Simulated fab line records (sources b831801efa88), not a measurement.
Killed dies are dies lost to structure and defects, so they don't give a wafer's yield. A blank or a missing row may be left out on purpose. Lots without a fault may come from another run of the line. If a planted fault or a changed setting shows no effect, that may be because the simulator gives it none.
Code-filled problem report in 8D (eight disciplines) form | flow gf180mcu | the parts of the form that need people (team, actions taken, sign-off) are left out

== 1. THE ISSUE ==
Mean DUAL_GATE_OXIDATION_00_THK at GF_DUAL_GATE_THK_MEAS_03: 9.60 nm over 6 wafers in 2 lots; fault-free wafers: 10.87 nm, standard deviation 0.16. That is -7.9 standard deviations from the usual mean.
First observed at day 11 09:34: wafer L567.1, on film metro-01. The record holds 39 wafers of 13 lots with a number at this step. By rule, "out" or "out of limits" means more than 4 standard deviations away from the usual mean. The rest of the wafers with a number are treated as sound.

== 2. WHAT IT IS AND WHAT IT IS NOT ==
question                    | is                           | is not
which readings at this step | DUAL_GATE_OXIDATION_00_THK   | -
which lots                  | L567, L568                   | L555, L556, L557, L558, L559, L561, L562, L563, L565, L572, L577
which wafers of those lots  | all that have a number       | -
read on which gauges        | film metro-01, film metro-02 | -
when                        | from day 11 09:34            | up to then (27 sound wafers); but 6 sound wafers of L572, L577 came after

== 3. THE SUSPECTS, EACH WITH WHAT RULES IT OUT ==
Counting: a tool at a process step up to the reading stays a suspect if it ran every lot that is out and no sound lot after the first of them.
- ruled out: the gauge at GF_DUAL_GATE_THK_MEAS_03. The wafers that are out were read on 2 gauges (film metro-01, film metro-02).
- furnace-01 at GF_DUAL_GATE_OXIDATION_02 (stabilise 600 s, purge 300 s, target thk 10.887 nm): ruled out as a lasting fault. The sound lots L577 went through it after L567, its earliest lot that is out (day 11 08:07).
Left after counting: nothing in the record.

== 4. THE CAUSE (what the simulator had put in) ==
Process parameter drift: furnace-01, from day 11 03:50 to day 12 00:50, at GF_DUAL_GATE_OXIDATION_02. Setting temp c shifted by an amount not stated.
It was ruled out by counting, in error; the rule expects a fault to strike all lots run on its tool from its start on, and this fault did not.

== 5. THE CHAIN OF EFFECTS, in route order ==
Each row: a reading where the mean over the struck wafers with a number is more than 3 standard deviations away from the usual. Only readings whose record carries a usual standard deviation are examined. hours: median over the lots of the time between each lot's start at the first step of this table that gives one and its start at this step. sigmas: the change, counted in usual standard deviations.
hours | step                      | reading                    | usual    | on struck wafers | change | sigmas
0     | GF_DUAL_GATE_OXIDATION_02 | spike tc centre C          | 900.6 C  | 889.0            | -11.6  | -9.6
0     | GF_DUAL_GATE_OXIDATION_02 | spike tc lower C           | 900.9 C  | 890.9            | -10.0  | -11
0     | GF_DUAL_GATE_OXIDATION_02 | spike tc upper C           | 897.6 C  | 887.9            | -9.7   | -6.1
0     | GF_DUAL_GATE_OXIDATION_02 | tube center temp C         | 900 C    | 889              | -11    | -99 or more
0     | GF_DUAL_GATE_OXIDATION_02 | tube_center_temp_C_max     | 902.3    | 891.4            | -10.9  | -28
1     | GF_DUAL_GATE_THK_MEAS_03  | DUAL_GATE_OXIDATION_00_THK | 10.87 nm | 9.60             | -1.27  | -7.9
Its process steps:
- GF_DUAL_GATE_OXIDATION_02: stabilise 600 s, purge 300 s, target thk 10.887 nm.
At these later measuring or inspecting steps, every struck wafer for which the step has a row has a number for every such reading, and none has moved that far: GF_POLY_GATE_THK_MEAS_17, GF_POLY_GATE_CD_MEAS_18.

== 6. HOW IT WOULD HAVE BEEN CAUGHT EARLIER ==
6 hours passed between the start of the fault at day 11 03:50 and the first reading out of limits at a measuring or inspecting step in this record, taken at day 11 09:34.
At GF_DUAL_GATE_OXIDATION_02, the tool's own readings (spike tc centre C, spike tc lower C, spike tc upper C, tube center temp C, tube_center_temp_C_max) were out on each struck wafer the step has a row for, so an alarm limit on them would have fired on the first such wafer.
